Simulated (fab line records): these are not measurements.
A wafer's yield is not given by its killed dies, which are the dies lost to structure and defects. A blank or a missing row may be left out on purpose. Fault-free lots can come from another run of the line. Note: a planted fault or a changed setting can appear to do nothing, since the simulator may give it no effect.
Check of tool commonality / flow gf180mcu / Sampled: 12 lots, 42 wafers

WHAT PROMPTED THE OPENING
2 of 12 lots carry a flag on the reading SALICIDE_TIN_RS at GF_SALICIDE_RS_MEAS_04. Wafers without a fault read 16.4 ohm/sq, standard deviation 0.31.
Rule: a lot is flagged in two cases, either no wafer of it has a number, or all its wafers with numbers fall more than 4 standard deviations from that mean. All remaining lots are regarded as sound.

lot=L462; measured=day 14 23:52; on=filmMetro-01; SALICIDE_TIN_RS (ohm/sq), wafer by wafer=16.5 16.7 16.2; flag=
lot=L463; measured=day 15 10:17; on=filmMetro-01; SALICIDE_TIN_RS (ohm/sq), wafer by wafer=16.3 15.7 16.4; flag=
lot=L464; measured=day 15 16:57; on=filmMetro-04; SALICIDE_TIN_RS (ohm/sq), wafer by wafer=16.1 16.2 16.2; flag=
lot=L465; measured=day 15 23:22; on=filmMetro-01; SALICIDE_TIN_RS (ohm/sq), wafer by wafer=16.6 16.7 16.2; flag=
lot=L474; measured=day 19 14:59; on=filmMetro-01; SALICIDE_TIN_RS (ohm/sq), wafer by wafer=26.6 26.1 27.1 26.7 26.1 27.1; flag=FLAGGED
lot=L473; measured=day 19 15:47; on=filmMetro-02; SALICIDE_TIN_RS (ohm/sq), wafer by wafer=26.2 28.0 27.6 26.1 28.0 27.6; flag=FLAGGED
lot=L478; measured=day 21 03:23; on=filmMetro-04; SALICIDE_TIN_RS (ohm/sq), wafer by wafer=16.7 16.9 16.7; flag=
lot=L482; measured=day 22 07:25; on=filmMetro-01; SALICIDE_TIN_RS (ohm/sq), wafer by wafer=16.1 16.0 16.0; flag=
lot=L481; measured=day 22 09:32; on=filmMetro-04; SALICIDE_TIN_RS (ohm/sq), wafer by wafer=16.4 15.9 16.2; flag=
lot=L483; measured=day 22 15:42; on=filmMetro-04; SALICIDE_TIN_RS (ohm/sq), wafer by wafer=16.5 16.6 16.7; flag=
lot=L484; measured=day 22 19:49; on=filmMetro-01; SALICIDE_TIN_RS (ohm/sq), wafer by wafer=16.6 16.1 16.5; flag=
lot=L485; measured=day 23 04:45; on=filmMetro-01; SALICIDE_TIN_RS (ohm/sq), wafer by wafer=16.3 16.1 15.9; flag=
On average the flagged lots' numbers are 26.9 ohm/sq, which is +10.5 ohm/sq against the usual, or +34 standard deviations.

EACH LOT AND THE TOOL IT RAN ON
The record keeps 1 process step preceding the reading, out of 602 steps on the route. Read each cell as the tool, then ch plus the chambers that the sampled wafers visited, then the start.
lot=L462; flag=; GF_SALICIDE_SPUTTER_03=pvdSputter-02, day 14 23:50
lot=L463; flag=; GF_SALICIDE_SPUTTER_03=pvdSputter-01, day 15 10:16
lot=L464; flag=; GF_SALICIDE_SPUTTER_03=pvdSputter-01, day 15 16:56
lot=L465; flag=; GF_SALICIDE_SPUTTER_03=pvdSputter-03, day 15 23:21
lot=L474; flag=FLAGGED; GF_SALICIDE_SPUTTER_03=pvdSputter-02, day 19 14:53
lot=L473; flag=FLAGGED; GF_SALICIDE_SPUTTER_03=pvdSputter-01, day 19 15:41
lot=L478; flag=; GF_SALICIDE_SPUTTER_03=pvdSputter-03, day 21 03:19
lot=L482; flag=; GF_SALICIDE_SPUTTER_03=pvdSputter-02, day 22 07:22
lot=L481; flag=; GF_SALICIDE_SPUTTER_03=pvdSputter-01, day 22 09:28
lot=L483; flag=; GF_SALICIDE_SPUTTER_03=pvdSputter-01, day 22 15:41
lot=L484; flag=; GF_SALICIDE_SPUTTER_03=pvdSputter-01, day 22 19:47
lot=L485; flag=; GF_SALICIDE_SPUTTER_03=pvdSputter-01, day 23 04:41
What the steps here do:
- GF_SALICIDE_SPUTTER_03: material TiN, target thk 20 nm, time 16.7 s.
- GF_SALICIDE_RS_MEAS_04: measures by four-point-probe.

FLAGGED OVER TOTAL, TOOL BY TOOL (the gauges that took the reading come last)
step=GF_SALICIDE_SPUTTER_03; tool=pvdSputter-01; lots run=7; flagged=1; share of the flagged lots=some; sound lots run after its first flagged lot=4 (L481,L483,L484,L485)
step=GF_SALICIDE_SPUTTER_03; tool=pvdSputter-02; lots run=3; flagged=1; share of the flagged lots=some; sound lots run after its first flagged lot=1 (L482)
step=GF_SALICIDE_SPUTTER_03; tool=pvdSputter-03; lots run=2; flagged=0; share of the flagged lots=none; sound lots run after its first flagged lot=-
step=GF_SALICIDE_RS_MEAS_04; tool=filmMetro-01; lots run=7; flagged=1; share of the flagged lots=some; sound lots run after its first flagged lot=3 (L482,L484,L485)
step=GF_SALICIDE_RS_MEAS_04; tool=filmMetro-02; lots run=1; flagged=1; share of the flagged lots=some; sound lots run after its first flagged lot=0
step=GF_SALICIDE_RS_MEAS_04; tool=filmMetro-04; lots run=4; flagged=0; share of the flagged lots=none; sound lots run after its first flagged lot=-

WHAT THE TABLE PERMITS
No row of the table ran every flagged lot.

WHAT THE SIMULATOR PUT IN
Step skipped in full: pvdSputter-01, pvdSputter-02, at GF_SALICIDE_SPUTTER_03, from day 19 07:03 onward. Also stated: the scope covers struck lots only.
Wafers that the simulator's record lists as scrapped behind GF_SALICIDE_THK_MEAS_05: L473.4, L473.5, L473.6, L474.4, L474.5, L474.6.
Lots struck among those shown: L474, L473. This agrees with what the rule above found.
